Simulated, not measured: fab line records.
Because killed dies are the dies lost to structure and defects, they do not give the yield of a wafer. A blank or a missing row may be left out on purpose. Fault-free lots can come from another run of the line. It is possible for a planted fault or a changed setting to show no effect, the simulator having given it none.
Which of the tools did it? | flow sfq_line | 15 lots, 45 wafers sampled, at 2 steps of a route of 325

== WHAT THE GAUGES SHOWED, per wafer ==
SFQ_M7_RS_MEAS_943: uses a four-point probe to measure. Usual: M7_NB_RS 0.888 ohm/sq, standard deviation 0.0097.
lot  | measured     | on            | M7_NB_RS (ohm/sq) | flag
L243 | day 70 23:37 | film_metro-01 | 0.904 0.901 0.905 |
L245 | day 71 07:00 | film_metro-02 | 0.447 0.438 0.444 | OFF
L246 | day 71 10:19 | film_metro-04 | 0.896 0.895 0.898 |
L248 | day 73 05:52 | film_metro-01 | 0.884 0.879 0.887 |
L252 | day 74 01:14 | film_metro-04 | 0.439 0.438 0.441 | OFF
L255 | day 75 01:28 | film_metro-02 | 0.441 0.437 0.434 | OFF
L256 | day 75 03:36 | film_metro-02 | 0.894 0.896 0.886 |
L258 | day 75 20:31 | film_metro-01 | 0.869 0.873 0.866 |
L259 | day 76 01:22 | film_metro-04 | 0.887 0.866 0.875 |
L260 | day 76 03:08 | film_metro-02 | 0.870 0.885 0.891 |
L261 | day 76 09:47 | film_metro-01 | 0.903 0.897 0.898 |
L262 | day 76 18:07 | film_metro-04 | 0.895 0.898 0.898 |
L263 | day 76 19:20 | film_metro-01 | 0.906 0.897 0.891 |
L264 | day 76 21:44 | film_metro-04 | 0.878 0.884 0.894 |
L266 | day 78 08:23 | film_metro-04 | 0.882 0.873 0.878 |

== WHAT TOOL EACH LOT RAN ON (gives the tool, then ch and the chambers of the sampled wafers, and finally the start) ==
lot  | SFQ_TRILAYER_M7_DEP_SPUTTER_175
L243 | pvd_sputter-05, day 70 23:31
L245 | pvd_sputter-05, day 71 06:37
L246 | pvd_sputter-04, day 71 10:13
L248 | pvd_sputter-04, day 73 05:43
L252 | pvd_sputter-04, day 74 00:52
L255 | pvd_sputter-05, day 75 01:07
L256 | pvd_sputter-04, day 75 03:31
L258 | pvd_sputter-03, day 75 20:26
L259 | pvd_sputter-05, day 76 01:14
L260 | pvd_sputter-03, day 76 03:02
L261 | pvd_sputter-03, day 76 09:38
L262 | pvd_sputter-04, day 76 18:02
L263 | pvd_sputter-05, day 76 19:14
L264 | pvd_sputter-03, day 76 21:39
L266 | pvd_sputter-04, day 78 08:17
- SFQ_TRILAYER_M7_DEP_SPUTTER_175: material Nb, target thk 200 nm, time 133.3 s.

== AS READ BY THE TOOLS THEMSELVES (means over the sampled wafers that have a number; for cases with no such wafer, the mark the record gives instead) ==
SFQ_TRILAYER_M7_DEP_SPUTTER_175. Usual: 30.5 % for throttle_valve_pct, sd 1.2.
lot  | tool           | throttle_valve_pct (%) | flag
L243 | pvd_sputter-05 | 30.0                   |
L245 | pvd_sputter-05 | 30.0                   |
L246 | pvd_sputter-04 | 30.8                   |
L248 | pvd_sputter-04 | 31.2                   |
L252 | pvd_sputter-04 | 30.1                   |
L255 | pvd_sputter-05 | 30.0                   |
L256 | pvd_sputter-04 | 30.3                   |
L258 | pvd_sputter-03 | 30.5                   |
L259 | pvd_sputter-05 | 29.8                   |
L260 | pvd_sputter-03 | 29.9                   |
L261 | pvd_sputter-03 | 31.3                   |
L262 | pvd_sputter-04 | 30.6                   |
L263 | pvd_sputter-05 | 29.9                   |
L264 | pvd_sputter-03 | 30.1                   |
L266 | pvd_sputter-04 | 31.4                   |

== THE ANSWER, worked out from the rows above alone ==
Rule: lot off if the mean of its wafers having a number is beyond 3 standard deviations from the usual mean. Also off: a lot with no number at a reading for which 4 or more lots have one. The other lots that the step has rows for count as sound. The gauges are gone through in route order, then the tools' own readings, and for those a lot's mean is taken as printed above. The first step at which some lot is off is used, and at that step the reading that is off furthest; a lot without a number counts as furthest.
Off: at SFQ_M7_RS_MEAS_943 (M7_NB_RS), L245, L252, L255.
If a tool, at a process step before that reading, ran all the lots that are off and no sound lot after the first of them, it fits. Gauges at SFQ_M7_RS_MEAS_943: tried the same way as those tools. None of those tried fits.

== WHAT THE SIMULATOR HAD PUT IN ==
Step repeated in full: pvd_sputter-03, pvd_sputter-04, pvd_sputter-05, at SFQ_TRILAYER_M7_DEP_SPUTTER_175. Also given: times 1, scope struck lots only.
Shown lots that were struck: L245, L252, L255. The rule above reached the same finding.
